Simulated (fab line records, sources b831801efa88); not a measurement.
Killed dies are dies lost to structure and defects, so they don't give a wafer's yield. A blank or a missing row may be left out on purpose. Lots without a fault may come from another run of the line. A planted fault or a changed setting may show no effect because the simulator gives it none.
A struck lot beside a sound one | flow sky130 | 24 steps out of a route of 708
Sound: wafers L702.4, L702.5, L702.6. Struck: wafer L714.1. (L714.4, L714.6 of the same lot were not struck and are left out.) The cause comes at the end.
At each step with rows: each side's tool, then ch and its chambers, then its first start. Under that, the readings that differ: sound wafers | struck wafers | difference of the means | sigmas: that difference in standard deviations of wafers without a fault.
alike: readings whose means differ by less than 2 such deviations, and words and numbers that are the same on both sides. not compared: withheld readings, readings that some wafer has no value for, bounds like >300 that may hide the same value, and numbers for which the record gives no deviation and whose values overlap.
The two part at a step that has a row with sigmas, a row that says differs or no value, or rows on one side only. Numbers that don't overlap but have no deviation are shown without sigmas and don't part them. A reading that every wafer of one side lacks parts them only if that side has two wafers or more.

first, 6 steps without rows for these wafers: SKY_PWDE_HMDS_01 (prime time 60 s); SKY_PWDE_COAT_02 (resist thk 3000 nm); SKY_PWDE_SOFTBAKE_03; SKY_PWDE_EXPOSE_04 (exposes mask PWDEM, target cd 840 nm); SKY_PWDE_PEB_05; SKY_PWDE_DEVELOP_06 (develop time 60 s).
SKY_PWDE_OVL_MEAS_07:
  sound on overlay-02, day 5 07:12; struck on overlay-02, day 7 18:35
  alike: PWDE_OVL
then, 1 step without rows for these wafers: SKY_PWDE_IMPLANT_08.
SKY_PWDE_STRIP_09: strips in O2/N2.
  sound on plasma_asher-02 ch 0,1, day 5 07:24; struck on plasma_asher-03 ch 0, day 7 18:46
  reading                     | sound       | struck | difference                   | sigmas
  drypump_motor_current_A (A) | 6.6 5.8 6.6 | 5.4    | -0.9                         | -2
  rf_hours_counter_h (h)      | - - -       | 48     | no value on the sound wafers |
  alike: oes_product_au, strip_time_to_endpoint_s
SKY_PWDE_TW_MEAS_10:
  sound on film_metro-01, day 5 07:30; struck on film_metro-03, day 7 18:52
  alike: PWDE_TW
then, 2 steps without rows for these wafers: SKY_NWELL_DEHYDRATE_03 (time 60 s); SKY_NWELL_HMDS_04 (prime time 60 s).
SKY_NWELL_COAT_05: resist thk 3000 nm.
  sound on litho_track-01 ch 0, day 5 16:10; struck on litho_track-01 ch 0, day 8 04:27
  reading                                 | sound          | struck | difference | sigmas
  model.coat_of_NWELL_COAT_05.thk_nm (nm) | 3008 3005 3007 | 1797   | -1210      |
then, 3 steps without rows for these wafers: SKY_NWELL_SOFTBAKE_06; SKY_NWELL_EXPOSE_07 (exposes mask NWM, target cd 840 nm); SKY_NWELL_PEB_08.
SKY_NWELL_DEVELOP_09: develop time 60 s.
  sound on litho_track-02 ch 0; struck on litho_track-03 ch 0
  reading                                 | sound          | struck | difference | sigmas
  model.coat_of_NWELL_COAT_05.thk_nm (nm) | 3003 3001 3003 | 1793   | -1209      |
SKY_NWELL_OVL_MEAS_10:
  sound on overlay-01, day 6 02:15; struck on overlay-01, day 8 15:42
  alike: NWELL_00_OVL
then, 3 steps without rows for these wafers: SKY_NWELL_IMPLANT_11; SKY_NWELL_IMPLANT_12; SKY_NWELL_IMPLANT_13.
SKY_NWELL_STRIP_14: strips in O2/N2.
  sound on plasma_asher-02 ch 0,1, day 6 02:45; struck on plasma_asher-02 ch 0, day 8 16:11
  reading                      | sound             | struck | difference                   | sigmas
  rf_hours_counter_h (h)       | - - -             | 47     | no value on the sound wafers |
  strip_time_to_endpoint_s (s) | 36.98 36.98 36.99 | 22.97  | -14.01                       | -99 or more
  alike: drypump_motor_current_A, oes_product_au
SKY_NWELL_TW_MEAS_15:
  sound on film_metro-04, day 6 02:51; struck on film_metro-01, day 8 16:17
  reading  | sound          | struck | difference | sigmas
  NWELL_TW | 1808 1809 1815 | 1851   | +40        | +2
-- the record jumps here: 41 days lie between the struck wafers' starts before and after (it left off in module NWELL and takes up again in module PAD_OPEN, whose first step shown is number 708 of the route) --
SKY_PAD_OPEN_PROBE_99:
  sound on prober-02, day 47 09:53; struck on prober-01, day 49 21:41
  reading                                     | sound                         | struck    | difference | sigmas
  model.etest.pfet_16v.r_on_ohm_um            | 1.513e+04 1.516e+04 1.547e+04 | 1.602e+04 | +7.667e+02 |
  model.etest.nfet_16v.r_on_ohm_um            | 1.396e+04 1.394e+04 1.408e+04 | 1.356e+04 | -4.333e+02 |
  model.etest.res_nwell.line_ohm_um           | 1224 1200 1248                | 1037      | -187       |
  model.etest.res_nwell.width_nm (nm)         | 826.5 826.9 822.5             | 942       | +117       |
  model.etest.res_iso_pwell.width_nm (nm)     | 2645 2648 2644                | 2575      | -71        |
  model.etest.pfet_16v.drive_ua_um            | 242.4 238.7 239.4             | 230.5     | -9.7       |
  model.etest.iso_nwell_nwell.leak_log10_a_um | -13.9 -13.84 -13.86           | -12.9     | +1.0       |
  alike: killed_at_M0_to_M3, killed_at_M4_up, killed_at_contacts, killed_at_front_end, killed_at_other, killed_dies, killed_open, killed_short

WHERE THEY PART
First at SKY_PWDE_STRIP_09; last, within this record, at SKY_NWELL_TW_MEAS_15. Later steps at which nothing parts them and some readings are alike: SKY_PAD_OPEN_PROBE_99.

WHY: what the simulator had put in
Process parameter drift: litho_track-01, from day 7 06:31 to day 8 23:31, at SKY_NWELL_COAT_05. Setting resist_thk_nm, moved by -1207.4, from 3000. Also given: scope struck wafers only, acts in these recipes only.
